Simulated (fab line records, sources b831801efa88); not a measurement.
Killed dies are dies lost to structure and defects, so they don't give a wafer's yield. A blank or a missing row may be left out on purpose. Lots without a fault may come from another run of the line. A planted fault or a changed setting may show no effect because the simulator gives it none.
Which tool did it? | flow gf180mcu | 13 lots, 39 wafers sampled, at 2 steps of a route of 602

WHAT THE GAUGES READ, wafer by wafer
GF_V2_THK_MEAS_03. Usual: V2_CVD_02_THK 851 nm, standard deviation 11.
lot  | measured     | on            | V2_CVD_02_THK (nm) | flag
L506 | day 19 04:49 | film_metro-03 | 833 852 842        |
L507 | day 19 12:41 | film_metro-01 | 836 853 855        |
L509 | day 20 07:29 | film_metro-01 | 840 833 851        |
L511 | day 21 06:35 | film_metro-01 | 849 862 871        |
L512 | day 21 11:29 | film_metro-02 | 844 846 856        |
L513 | day 21 22:01 | film_metro-03 | 859 858 871        |
L514 | day 22 10:57 | film_metro-01 | 848 862 870        |
L516 | day 23 01:16 | film_metro-01 | 837 871 858        |
L519 | day 24 02:37 | film_metro-01 | 840 837 850        |
L521 | day 24 13:04 | film_metro-01 | 843 863 860        |
L520 | day 24 18:59 | film_metro-02 | 854 846 866        |
L526 | day 26 06:56 | film_metro-02 | 829 845 850        |
L528 | day 27 02:17 | film_metro-03 | 834 833 839        |

WHICH TOOL RAN EACH LOT (tool, then ch and the chambers of the sampled wafers, then the start)
lot  | GF_M1_SPUTTER_01
L506 | pvd_sputter-04, day 16 02:42
L507 | pvd_sputter-04, day 16 09:36
L509 | pvd_sputter-04, day 17 03:23
L511 | pvd_sputter-03, day 18 01:29
L512 | pvd_sputter-04, day 18 06:44
L513 | pvd_sputter-02, day 18 17:37
L514 | pvd_sputter-02, day 19 07:23
L516 | pvd_sputter-02, day 19 23:16
L519 | pvd_sputter-02, day 21 00:31
L521 | pvd_sputter-04, day 21 13:26
L520 | pvd_sputter-02, day 21 17:35
L526 | pvd_sputter-03, day 23 09:34
L528 | pvd_sputter-02, day 24 08:23
- GF_M1_SPUTTER_01: material TiN, target thk 30 nm, time 25 s.

WHAT THE TOOLS THEMSELVES READ (means of the sampled wafers that have a number; where no wafer has one, the mark that the record gives instead)
GF_M1_SPUTTER_01. Usual: throttle_valve_pct 29.9 %, standard deviation 0.82.
lot  | tool           | throttle_valve_pct (%) | flag
L506 | pvd_sputter-04 | 30.2                   |
L507 | pvd_sputter-04 | 30.6                   |
L509 | pvd_sputter-04 | 29.9                   |
L511 | pvd_sputter-03 | 29.8                   |
L512 | pvd_sputter-04 | 30.3                   |
L513 | pvd_sputter-02 | 29.8                   |
L514 | pvd_sputter-02 | 29.8                   |
L516 | pvd_sputter-02 | 29.9                   |
L519 | pvd_sputter-02 | 30.9                   |
L521 | pvd_sputter-04 | 30.2                   |
L520 | pvd_sputter-02 | 29.7                   |
L526 | pvd_sputter-03 | 30.1                   |
L528 | pvd_sputter-02 | 29.8                   |

THE ANSWER, worked out from the rows above alone
Rule: a lot is off if the mean of its wafers that have a number lies more than 3 standard deviations from the usual mean. A lot without any number at a reading at which 4 lots or more have one is off too. The other lots that the step has rows for count as sound. The gauges are gone through in route order, then the tools' own readings, and for those a lot's mean is taken as printed above. The first step at which some lot is off is used, and at that step the reading that is off furthest; a lot without a number counts as furthest.
No lot is off at any reading shown: from this, nothing can be told.

WHAT THE SIMULATOR HAD PUT IN
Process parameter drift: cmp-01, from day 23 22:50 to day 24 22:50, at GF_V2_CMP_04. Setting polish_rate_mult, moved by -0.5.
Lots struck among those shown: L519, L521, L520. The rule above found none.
